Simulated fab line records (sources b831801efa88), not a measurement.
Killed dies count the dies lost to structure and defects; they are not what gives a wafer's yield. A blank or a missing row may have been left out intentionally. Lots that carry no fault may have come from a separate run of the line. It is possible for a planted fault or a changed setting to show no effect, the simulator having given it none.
Comparing a struck lot with a sound one :: flow sky130 :: 30 steps out of a route of 708
Sound: the wafers L484.1, L484.4, L484.6. The struck wafers were L492.1, L492.2, L492.6. The cause is given at the end.
Each step with rows lists, per side, the tool, then ch with its chambers, then its first start. Under that, the readings that differ: sound wafers :: struck wafers :: difference of the means :: sigmas: that difference in standard deviations of wafers without a fault.
alike: a reading whose means differ by less than 2 such deviations, as well as words and numbers matching on both sides. not compared: withheld readings; readings where some wafer has no value; bounds like >300 that might hide an equal value; numbers whose values overlap and for which the record gives no deviation.
A row with sigmas, a row that says differs or no value, or rows on one side alone: a step with any of these is where the two part. Non-overlapping numbers with no deviation appear without sigmas and do not part them. A reading missing from all wafers of one side parts the sides only when that side holds two or more wafers.

first, 9 steps without rows for these wafers: SKY_SD_P_IMPLANT_09; SKY_SD_P_STRIP_10 (strips in O2/N2); SKY_RES_XHIGH_DEHYDRATE_00 (time 60 s); SKY_RES_XHIGH_HMDS_01 (prime time 60 s); SKY_RES_XHIGH_COAT_02 (resist thk 1140 nm); SKY_RES_XHIGH_SOFTBAKE_03 (time 60 s); SKY_RES_XHIGH_EXPOSE_04 (exposes mask URPM, target cd 1270 nm); SKY_RES_XHIGH_PEB_05; SKY_RES_XHIGH_DEVELOP_06 (develop time 60 s).
SKY_RES_XHIGH_IMPLANT_07:
  sound on implanter-04 ch 0, day 28 01:32; struck on implanter-02 ch 0, day 30 20:32
  alike: end station pressure torr, faraday current uA
then, 19 steps without rows for these wafers: SKY_RES_XHIGH_STRIP_08 (strips in O2/N2); SKY_SD_N_DEHYDRATE_00 (time 60 s); SKY_SD_N_HMDS_01 (prime time 60 s); SKY_SD_N_COAT_02 (resist thk 1140 nm); SKY_SD_N_SOFTBAKE_03 (time 60 s); SKY_SD_N_EXPOSE_04 (exposes mask NSDM, target cd 380 nm); SKY_SD_N_PEB_05; SKY_SD_N_DEVELOP_06 (develop time 60 s); SKY_SD_N_IMPLANT_09; SKY_SD_N_IMPLANT_10; SKY_SD_N_STRIP_11 (strips in O2/N2); SKY_SD_N_CLEAN_13 (cleans in SC1/SC2, time 150 s); SKY_SD_N_RTA_14 (time 2 s); SKY_SALICIDE_CLEAN_00 (cleans in HF-last, time 30 s); SKY_LI_CONTACT_HDPCVD_00 (deposits PSG, target thk 930 nm, time 155 s); SKY_LI_CONTACT_CMP_02 (polishes PSG); SKY_LI_CONTACT_DEHYDRATE_04 (time 60 s); SKY_LI_CONTACT_HMDS_05 (prime time 60 s); SKY_LI_CONTACT_COAT_06 (resist thk 60 nm).
-- the record jumps here: 18 days lie between the struck wafers' starts before and after (it left off in module LI_CONTACT and takes up again in module PAD_OPEN, whose first step shown is number 708 of the route) --
SKY_PAD_OPEN_PROBE_99:
  struck on prober-01, day 48 19:56; sound on prober-02, day 46 16:15
reading: model.etest.diode nwell sub.leak log10 a cm2
sound: -7.373 -7.067 -7.354
struck: -6.697 -6.632 -6.714
difference: +0.584
sigmas: 

reading: model.etest.diode dnwell sub.leak log10 a cm2
sound: -7.301 -7.391 -7.425
struck: -6.698 -6.83 -6.777
difference: +0.604
sigmas: 

reading: model.etest.diode pwell dnwell.leak log10 a cm2
sound: -7.645 -7.762 -7.552
struck: -6.722 -7.112 -7.056
difference: +0.690
sigmas: 

reading: model.etest.nfet_16v.off log10 a um
sound: -13.73 -13.86 -13.83
struck: -13.6 -13.63 -13.69
difference: +0.2
sigmas: 
  alike: killed_at_M0_to_M3, killed_at_M4_up, killed at contacts, killed at front end, killed at other, killed dies, killed open, killed short

WHERE THEY PART
Nowhere in this record.

WHY: whatever the simulator had introduced
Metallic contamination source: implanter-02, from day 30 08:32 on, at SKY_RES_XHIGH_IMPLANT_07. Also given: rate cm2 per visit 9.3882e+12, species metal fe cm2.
